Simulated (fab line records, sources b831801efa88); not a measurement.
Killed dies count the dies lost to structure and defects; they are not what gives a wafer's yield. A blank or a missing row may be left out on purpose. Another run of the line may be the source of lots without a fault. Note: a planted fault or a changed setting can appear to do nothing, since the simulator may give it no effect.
fab line records	flow sky130
[record] lots = 11	wafers = 33	last_day = 50
route steps=708 shown VT_ADJUST_LVTN@104 LDD_LDN@302 PASSIVATION@687 PAD_OPEN@708
lots untouched by any fault: they come from a run of this same line in which no faults occurred
start_h: hours from the record's first day to the start of the lot's first wafer shown	wait_h: how many hours have passed since the lot's step before this one	" as in the row above	L1.1+2: one row covering several wafers at once	- no value, or no start given	* or withheld: withheld	< > ~ a bound
route shown NAME@n: a module of which the file shows steps, and the number in the route of the first	usual: mean/standard deviation of fault-free wafers	same: alike in all rows	chamber/n: place in a boat	sites: per-site readings	_std_site: standard deviation across them	_edge_site: the outer-site mean with the inner-site mean subtracted	radius_mm: how far each site lies from the wafer's centre	mask NAME#n: copy n	behind: the last tool/chamber to shape the wafer	hold: the reason the lot was held/the length of the hold in hours/how it ended	device: transistor that didn't switch, given as n, p or np	end of line: tests run on the same wafers once the route is complete	for a step that has no rows: nothing shown but its recipe	killed: not the wafer's yield, but the dies lost to structure and defects at the first sort	map: a wafer's dies, x killed, . not, _ none there
set.NAME: setting as actually run; set.NAME@STEP: the setting as run at that earlier step	model.NAME: the simulator's own value behind a step, which no gauge read
a sample of lots followed through the steps of the route, with each step as a table and each wafer as a row
services: from which hour (start_h, from the record's first day; less than 0 if before it) a tool's chamber was out of use, for how many hours, and why
[[steps]]
[step SKY_VT_ADJUST_LVTN_OVL_MEAS_07]
[usual] VT_ADJUST_LVTN_OVL = 0.4/1.4
lot.wafer	tool	chamber	start_h	wait_h	VT_ADJUST_LVTN_OVL[nm]
L343.1	overlay-02	-	142.30	-	0.8
L343.4	"	-	"	"	0.4
L343.6	"	-	"	"	0.2
L345.1	overlay-01	-	153.16	-	0.5
L345.3	"	-	"	"	-0.8
L345.6	"	-	"	"	0.5
L348.2	overlay-02	-	174.02	-	1.2
L348.3	"	-	"	"	0.9
L348.6	"	-	"	"	-0.3
L351.1	overlay-01	-	190.61	-	1.1
L351.3	"	-	"	"	0.3
L351.4	"	-	"	"	1.3
L352.2	overlay-01	-	199.92	-	2.8
L352.4	"	-	"	"	1.5
L352.6	"	-	"	"	2.7
L353.2	overlay-01	-	207.22	-	-2.0
L353.3	"	-	"	"	-1.0
L353.5	"	-	"	"	-1.2
L357.1	overlay-01	-	233.85	-	-0.1
L357.2	"	-	"	"	0.3
L357.6	"	-	"	"	-0.6
L359.4	overlay-02	-	246.52	-	-2.8
L359.5	"	-	"	"	-3.1
L359.6	"	-	"	"	-1.2
L364.1	overlay-01	-	277.41	-	0.5
L364.2	"	-	"	"	0.6
L364.6	"	-	"	"	0.8
L365.1	overlay-02	-	286.16	-	-1.9
L365.2	"	-	"	"	-1.6
L365.4	"	-	"	"	-1.4
L366.1	overlay-02	-	292.90	-	-1.1
L366.4	"	-	"	"	-0.8
L366.5	"	-	"	"	-0.6
[step SKY_VT_ADJUST_LVTN_STRIP_20]
[recipe] chemistry = O2/N2	power_w = 1400	pressure_mtorr = 1500	platen_temp_c = withheld	o2_flow_sccm = 3000	n2_flow_sccm = 300	overash_fraction = 0.5
[usual] drypump_motor_current_A = 6.11/0.2	oes_product_au = 0.716/0.0045	strip_time_to_endpoint_s = 14.18/0.039
lot.wafer	tool	chamber	start_h	wait_h	drypump_motor_current_A	oes_product_au	rf_hours_counter_h	strip_time_to_endpoint_s
L343.1	plasma_asher-03	0	163.00	0.1	5.94	0.713	47	14.24
L343.4	"	0	"	"	5.94	0.714	-	14.21
L343.6	"	0	"	"	5.95	0.716	-	14.18
L345.1	plasma_asher-01	0	174.08	0.1	5.84	0.717	38	14.17
L345.3	"	0	"	"	5.82	0.716	-	14.15
L345.6	"	1	"	"	6.38	0.719	-	14.18
L348.2	plasma_asher-01	0	194.65	0.1	5.85	0.712	40	14.24
L348.3	"	0	"	"	5.85	0.715	-	14.24
L348.6	"	0	"	"	5.84	0.715	-	14.27
L351.1	plasma_asher-01	0	212.83	0.1	5.83	0.712	42	14.13
L351.3	"	1	"	"	6.37	0.709	-	14.14
L351.4	"	0	"	"	5.82	0.718	-	14.13
L352.2	plasma_asher-03	1	222.10	0.1	6.17	0.719	52	14.12
L352.4	"	1	"	"	6.16	0.710	-	14.14
L352.6	"	1	"	"	6.15	0.718	-	14.09
L353.2	plasma_asher-03	0	230.00	0.1	5.96	0.720	53	14.17
L353.3	"	1	"	"	6.17	0.716	-	14.17
L353.5	"	0	"	"	5.96	0.714	-	14.20
L357.1	plasma_asher-03	0	257.23	0.1	5.97	0.717	56	14.26
L357.2	"	1	"	"	6.13	0.718	56	14.22
L357.6	"	1	"	"	6.15	0.718	-	14.20
L359.4	plasma_asher-01	0	270.67	0.1	5.82	0.711	-	14.24
L359.5	"	1	"	"	6.38	0.721	-	14.22
L359.6	"	0	"	"	5.84	0.716	-	14.19
L364.1	plasma_asher-03	1	302.25	0.1	6.19	0.714	60	14.16
L364.2	"	0	"	"	5.96	0.708	60	14.14
L364.6	"	0	"	"	5.95	0.711	-	14.17
L365.1	plasma_asher-04	0	311.64	0.1	6.36	0.721	19	14.15
L365.2	"	1	"	"	6.25	0.714	19	14.18
L365.4	"	0	"	"	6.35	0.708	-	14.24
L366.1	plasma_asher-03	1	318.25	0.1	6.14	0.717	62	14.26
L366.4	"	1	"	"	6.13	0.725	-	14.25
L366.5	"	0	"	"	5.99	0.715	-	14.23
[step SKY_LDD_LDN_TW_MEAS_13]
[usual] LDD_LDN_TW = 1490/11
lot.wafer	tool	chamber	start_h	wait_h	LDD_LDN_TW
L343.1	film_metro-01	-	525.24	0.1	1485
L343.4	"	-	"	"	1486
L343.6	"	-	"	"	1486
L345.1	film_metro-01	-	539.88	0.1	1498
L345.3	"	-	"	"	1511
L345.6	"	-	"	"	1501
L348.2	film_metro-04	-	571.35	0.1	1489
L348.3	"	-	"	"	1495
L348.6	"	-	"	"	1500
L351.1	film_metro-01	-	594.13	0.1	1498
L351.3	"	-	"	"	1497
L351.4	"	-	"	"	1493
L352.2	film_metro-01	-	607.75	0.1	1501
L352.4	"	-	"	"	1504
L352.6	"	-	"	"	1498
L353.2	film_metro-01	-	618.49	0.1	1497
L353.3	"	-	"	"	1494
L353.5	"	-	"	"	1498
L357.1	film_metro-04	-	653.18	0.1	1496
L357.2	"	-	"	"	1501
L357.6	"	-	"	"	1506
L359.4	film_metro-04	-	663.81	0.1	1492
L359.5	"	-	"	"	1501
L359.6	"	-	"	"	1498
L364.1	film_metro-01	-	693.69	0.1	1493
L364.2	"	-	"	"	1490
L364.6	"	-	"	"	1488
L365.1	film_metro-01	-	706.73	0.1	1494
L365.2	"	-	"	"	1500
L365.4	"	-	"	"	1493
L366.1	film_metro-01	-	712.19	0.1	1498
L366.4	"	-	"	"	1501
L366.5	"	-	"	"	1496
[step SKY_PASSIVATION_COAT_06]
[recipe] spin_rpm = 2000	resist_thk_nm = 3000
[usual] dispense_pressure_kPa = 54/3.9
lot.wafer	tool	chamber	start_h	wait_h	dispense_pressure_kPa
L343.1	litho_track-03	0	1040.35	0.1	49
L343.4	"	0	"	"	49
L343.6	"	0	"	"	49
L345.1	litho_track-02	0	1046.51	0.1	58
L345.3	"	0	"	"	58
L345.6	"	0	"	"	58
L348.2	litho_track-04	0	1070.69	0.1	52
L348.3	"	0	"	"	52
L348.6	"	0	"	"	52
L351.1	litho_track-02	0	1098.96	0.1	58
L351.3	"	0	"	"	58
L351.4	"	0	"	"	58
L352.2	litho_track-03	0	1100.12	0.1	49
L352.4	"	0	"	"	49
L352.6	"	0	"	"	49
L353.2	litho_track-03	0	1106.47	0.1	49
L353.3	"	0	"	"	49
L353.5	"	0	"	"	49
L357.1	litho_track-02	0	1139.01	0.1	58
L357.2	"	0	"	"	58
L357.6	"	0	"	"	58
L359.4	litho_track-02	0	1141.69	0.1	58
L359.5	"	0	"	"	58
L359.6	"	0	"	"	58
L364.1	litho_track-04	0	1157.51	0.1	52
L364.2	"	0	"	"	52
L364.6	"	0	"	"	52
L365.1	litho_track-03	0	1167.70	0.1	49
L365.2	"	0	"	"	49
L365.4	"	0	"	"	49
L366.1	litho_track-03	0	1169.35	0.1	49
L366.4	"	0	"	"	49
L366.5	"	0	"	"	49
[step SKY_PASSIVATION_STRIP_12]
[recipe] chemistry = O2/N2	power_w = 1400	pressure_mtorr = 1500	platen_temp_c = withheld	overash_fraction = 0.7	o2_flow_sccm = 3000	n2_flow_sccm = 300
[usual] drypump_motor_current_A = 6.10/0.28	oes_product_au = 0.660/0.0048	strip_time_to_endpoint_s = 31.45/0.12
lot.wafer	tool	chamber	start_h	wait_h	drypump_motor_current_A	oes_product_au	rf_hours_counter_h	strip_time_to_endpoint_s
L343.1	plasma_asher-02	1	1051.82	0.1	6.54	0.662	29	31.48
L343.4	"	1	"	"	6.55	0.658	-	31.50
L343.6	"	1	"	"	6.56	0.665	-	31.56
L345.1	plasma_asher-03	0	1058.00	0.1	5.98	0.654	63	31.64
L345.3	"	0	"	"	5.95	0.666	-	31.45
L345.6	"	0	"	"	5.97	0.666	-	31.43
L348.2	plasma_asher-01	0	1081.47	0.1	5.82	0.663	2	31.54
L348.3	"	1	"	"	6.37	0.658	-	31.62
L348.6	"	1	"	"	6.39	0.657	-	31.68
L351.1	plasma_asher-03	0	1108.27	0.1	5.97	0.657	68	31.36
L351.3	"	1	"	"	6.17	0.654	-	31.59
L351.4	"	0	"	"	5.98	0.657	-	31.35
L352.2	plasma_asher-03	0	1109.77	0.1	5.97	0.665	68	31.50
L352.4	"	1	"	"	6.14	0.665	-	31.38
L352.6	"	0	"	"	5.99	0.656	-	31.30
L353.2	plasma_asher-03	1	1116.72	0.1	6.15	0.655	69	31.71
L353.3	"	1	"	"	6.15	0.660	-	31.25
L353.5	"	1	"	"	6.18	0.649	-	31.35
L357.1	plasma_asher-02	1	1147.92	0.1	6.51	0.664	38	31.97
L357.2	"	0	"	"	5.77	0.667	38	31.40
L357.6	"	1	"	"	6.48	0.664	-	32.12
L359.4	plasma_asher-01	1	1150.40	0.1	6.39	0.655	-	31.48
L359.5	"	0	"	"	5.85	0.666	-	31.47
L359.6	"	1	"	"	6.41	0.651	-	32.11
L364.1	plasma_asher-02	1	1166.57	0.1	6.55	0.649	40	31.34
L364.2	"	0	"	"	5.77	0.655	40	31.29
L364.6	"	1	"	"	6.53	0.655	-	31.38
L365.1	plasma_asher-03	0	1176.72	0.1	5.96	0.656	74	31.46
L365.2	"	1	"	"	6.16	0.657	74	31.37
L365.4	"	1	"	"	6.15	0.665	-	31.48
L366.1	plasma_asher-01	0	1178.57	0.1	5.85	0.664	11	31.44
L366.4	"	0	"	"	5.84	0.656	-	31.45
L366.5	"	0	"	"	5.82	0.657	-	31.41
[step SKY_PAD_OPEN_PROBE_99]
[usual] defect_limited_yield = 82.7/1.8	killed_at_M0_to_M3 = 44/6.8	killed_at_M4_up = 3.2/1.7	killed_at_contacts = 24/4.9	killed_at_front_end = 14/4.1	killed_at_other = 0.2/0.51	killed_dies = 85/8.7	killed_open = 46/6.8	killed_short = 39/6.1	sort_bin_3_pad_short = 0.9/0.43	sort_bin_5_function = 10.1/1.4	sort_bin_6_memory = 6.3/1.1	sort_n_pass = 407/8.7	sort_yield_pct = 82.7/1.8
[same] gross_dies = 492	killed_at_back_side = 0	sort_bin_4_leakage[%] = 0	sort_bin_8_speed[%] = 0
lot.wafer	tool	chamber	start_h	wait_h	defect_limited_yield[%]	killed_at_M0_to_M3	killed_at_M4_up	killed_at_contacts	killed_at_front_end	killed_at_other	killed_dies	killed_open	killed_short	sort_bin_3_pad_short[%]	sort_bin_5_function[%]	sort_bin_6_memory[%]	sort_n_pass	sort_yield_pct[%]
L348.2	prober-01	-	1104.54	0.1	80.1	62	4	23	8	1	98	60	38	0.6	10.8	8.5	394	80.1
L348.3	prober-01	-	1104.59	0.2	82.1	51	1	26	9	1	88	50	38	1.2	9.8	6.9	404	82.1
L348.6	prober-01	-	1104.74	0.2	84.1	43	3	19	13	0	78	36	42	1.0	8.5	6.3	414	84.1
L351.1	prober-02	-	1129.93	0.1	82.5	47	5	24	10	0	86	56	30	0.6	8.9	7.9	406	82.5
L351.4	prober-02	-	1130.08	0.2	83.7	46	4	15	15	0	80	47	33	0.6	9.3	6.3	412	83.7
L352.2	prober-01	-	1131.59	0.1	83.3	39	3	27	13	0	82	43	39	0.8	9.3	6.5	410	83.3
L352.4	prober-01	-	1131.69	0.2	87.4	29	2	19	12	0	62	38	24	0.6	7.7	4.3	430	87.4
L352.6	prober-01	-	1131.79	0.2	85.0	39	3	23	9	0	74	38	36	0.4	9.6	5.1	418	85.0
L359.4	prober-02	-	1171.37	0.2	85.0	32	5	16	21	0	74	35	39	0.6	8.7	5.7	418	85.0
L359.5	prober-02	-	1171.42	0.2	84.3	32	5	22	18	0	77	36	41	1.6	9.1	4.9	415	84.3
L359.6	prober-02	-	1171.47	0.2	85.4	37	2	15	18	0	72	37	35	0.8	8.5	5.3	420	85.4
L366.1	prober-01	-	1196.46	0.1	82.9	48	0	24	12	0	84	45	39	1.0	12.0	4.1	408	82.9
L366.4	prober-01	-	1196.61	0.2	84.6	38	2	18	18	0	76	34	42	0.8	8.5	6.1	416	84.6
L366.5	prober-01	-	1196.66	0.2	82.5	41	0	27	18	0	86	41	45	0.8	11.6	5.1	406	82.5
// killed by level:class
L348.2 VIA1:geometric_particle:open=14 VIA3:geometric_particle:open=11 LI_CONTACT:geometric_particle:open=9 VIA2:geometric_particle:open=9 METAL1:geometric_particle:short=8 CONTACT:geometric_particle:open=7 VIA3:geometric_particle:short=5 FIELD_ISO:geometric_particle:short=3
L348.3 VIA1:geometric_particle:open=16 CONTACT:geometric_particle:open=10 METAL1:geometric_particle:short=7 CONTACT:geometric_particle:short=6 METAL2:geometric_particle:short=6 VIA3:geometric_particle:open=6 LI_CONTACT:geometric_particle:short=5 VIA2:geometric_particle:short=4
L348.6 METAL1:geometric_particle:short=6 VIA3:geometric_particle:short=5 LI_CONTACT:geometric_particle:short=5 LI_CONTACT:geometric_particle:open=5 CONTACT:geometric_particle:open=5 VIA1:geometric_particle:short=5 VIA3:geometric_particle:open=5 METAL2:geometric_particle:short=5
L351.1 CONTACT:geometric_particle:open=14 VIA1:geometric_particle:open=10 VIA2:geometric_particle:open=10 VIA1:geometric_particle:short=7 VIA3:geometric_particle:open=5 FIELD_ISO:geometric_particle:short=4 LI_CONTACT:geometric_particle:open=4 METAL2:geometric_particle:short=4
L351.4 VIA1:geometric_particle:open=16 POLY_GATE:geometric_particle:short=6 CONTACT:geometric_particle:open=6 VIA2:geometric_particle:open=6 VIA3:geometric_particle:open=5 VIA1:geometric_particle:short=5 FIELD_ISO:geometric_particle:open=4 VIA2:geometric_particle:short=4
L352.2 CONTACT:geometric_particle:open=10 VIA2:geometric_particle:open=8 VIA1:geometric_particle:open=6 FIELD_ISO:geometric_particle:open=5 VIA3:geometric_particle:open=5 LOCAL_INTERCONNECT:geometric_particle:short=5 CONTACT:geometric_particle:short=5 LI_CONTACT:geometric_particle:open=4
L352.4 VIA3:geometric_particle:open=8 METAL2:geometric_particle:short=6 LI_CONTACT:geometric_particle:open=5 CONTACT:geometric_particle:open=5 VIA2:geometric_particle:open=4 POLY_GATE:geometric_particle:open=3 LI_CONTACT:geometric_particle:short=3 VIA1:geometric_particle:open=3
L352.6 VIA1:geometric_particle:open=11 CONTACT:geometric_particle:open=9 METAL2:geometric_particle:short=6 LI_CONTACT:geometric_particle:open=5 VIA1:geometric_particle:short=5 POLY_GATE:geometric_particle:open=4 LI_CONTACT:geometric_particle:short=4 CONTACT:geometric_particle:short=4
L359.4 VIA1:geometric_particle:open=9 METAL1:geometric_particle:short=7 FIELD_ISO:geometric_particle:short=5 VIA3:geometric_particle:open=5 POLY_GATE:geometric_particle:short=4 LI_CONTACT:geometric_particle:short=4 CONTACT:geometric_particle:open=4 METAL4:geometric_particle:short=4
L359.5 CONTACT:geometric_particle:open=8 VIA1:geometric_particle:short=7 VIA3:geometric_particle:open=7 FIELD_ISO:geometric_particle:short=6 METAL2:geometric_particle:short=6 POLY_GATE:geometric_particle:open=4 LOCAL_INTERCONNECT:geometric_particle:short=4 CONTACT:geometric_particle:short=4
L359.6 VIA1:geometric_particle:open=10 VIA3:geometric_particle:open=7 FIELD_ISO:geometric_particle:short=6 VIA1:geometric_particle:short=6 FIELD_ISO:geometric_particle:open=4 POLY_GATE:geometric_particle:short=4 LI_CONTACT:geometric_particle:open=4 LOCAL_INTERCONNECT:geometric_particle:short=4
L366.1 VIA1:geometric_particle:open=9 CONTACT:geometric_particle:open=8 VIA3:geometric_particle:short=7 LI_CONTACT:geometric_particle:open=7 METAL1:geometric_particle:short=7 LOCAL_INTERCONNECT:geometric_particle:short=6 VIA2:geometric_particle:short=5 VIA2:geometric_particle:open=5
L366.4 METAL1:geometric_particle:short=8 VIA3:geometric_particle:open=7 CONTACT:geometric_particle:short=6 METAL2:geometric_particle:short=6 FIELD_ISO:geometric_particle:short=5 POLY_GATE:geometric_particle:open=5 CONTACT:geometric_particle:open=5 VIA1:geometric_particle:open=5
L366.5 LI_CONTACT:geometric_particle:open=8 VIA1:geometric_particle:open=8 CONTACT:geometric_particle:open=7 METAL1:geometric_particle:short=7 FIELD_ISO:geometric_particle:short=6 POLY_GATE:geometric_particle:short=6 VIA3:geometric_particle:open=5 POLY_GATE:geometric_particle:open=5
[[services]]
tool	chamber	start_h	hours	kind
plasma_asher-04	-	179.25	1.2	repair
plasma_asher-03	-	271.20	0.9	repair
plasma_asher-03	-	333.44	2.8	pm
plasma_asher-03	-	421.25	9.0	pm
plasma_asher-02	-	427.84	1.3	repair
plasma_asher-03	-	443.47	3.0	repair
plasma_asher-04	-	477.69	2.8	pm
plasma_asher-03	-	507.16	1.3	repair
plasma_asher-01	-	511.22	2.0	repair
plasma_asher-02	-	530.22	2.8	pm
plasma_asher-02	-	535.48	1.8	repair
plasma_asher-02	-	655.04	9.5	repair
plasma_asher-02	-	733.75	9.0	pm
plasma_asher-03	-	757.29	3.5	repair
plasma_asher-03	-	794.37	15.5	repair
plasma_asher-03	-	804.96	1.6	repair
plasma_asher-02	-	821.65	11.7	repair
plasma_asher-02	-	833.31	14.6	pm
plasma_asher-01	-	909.84	1.5	repair
plasma_asher-02	-	929.22	0.9	repair
plasma_asher-01	-	965.19	2.8	pm
plasma_asher-03	-	1039.53	4.2	repair
plasma_asher-01	-	1055.25	9.0	pm
plasma_asher-03	-	1163.94	2.9	repair
[[key]]
[first_sign] step = SKY_PASSIVATION_STRIP_12	reading = strip_time_to_endpoint_s	direction = up	sigmas = 5.2	usual = *	struck = *
effect none on later readings
met_at SKY_PASSIVATION_COAT_06
struck_lots L357,L359
struck_wafers L357.1,L357.6,L359.6
not_acting_at SKY_VT_ADJUST_LVTN_OVL_MEAS_07,SKY_VT_ADJUST_LVTN_STRIP_20,SKY_LDD_LDN_TW_MEAS_13
onset_between 1098.96 1139.01
[fault] kind = process_parameter_drift	tool = litho_track-02	chamber = -	onset_h = 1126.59	steps = SKY_PASSIVATION_COAT_06	channel = resist_thk_nm	offset = 56.797	shape = step	end_h = 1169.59	scope = struck_wafers_only	acts_in = these_recipes_only	stated = 3000
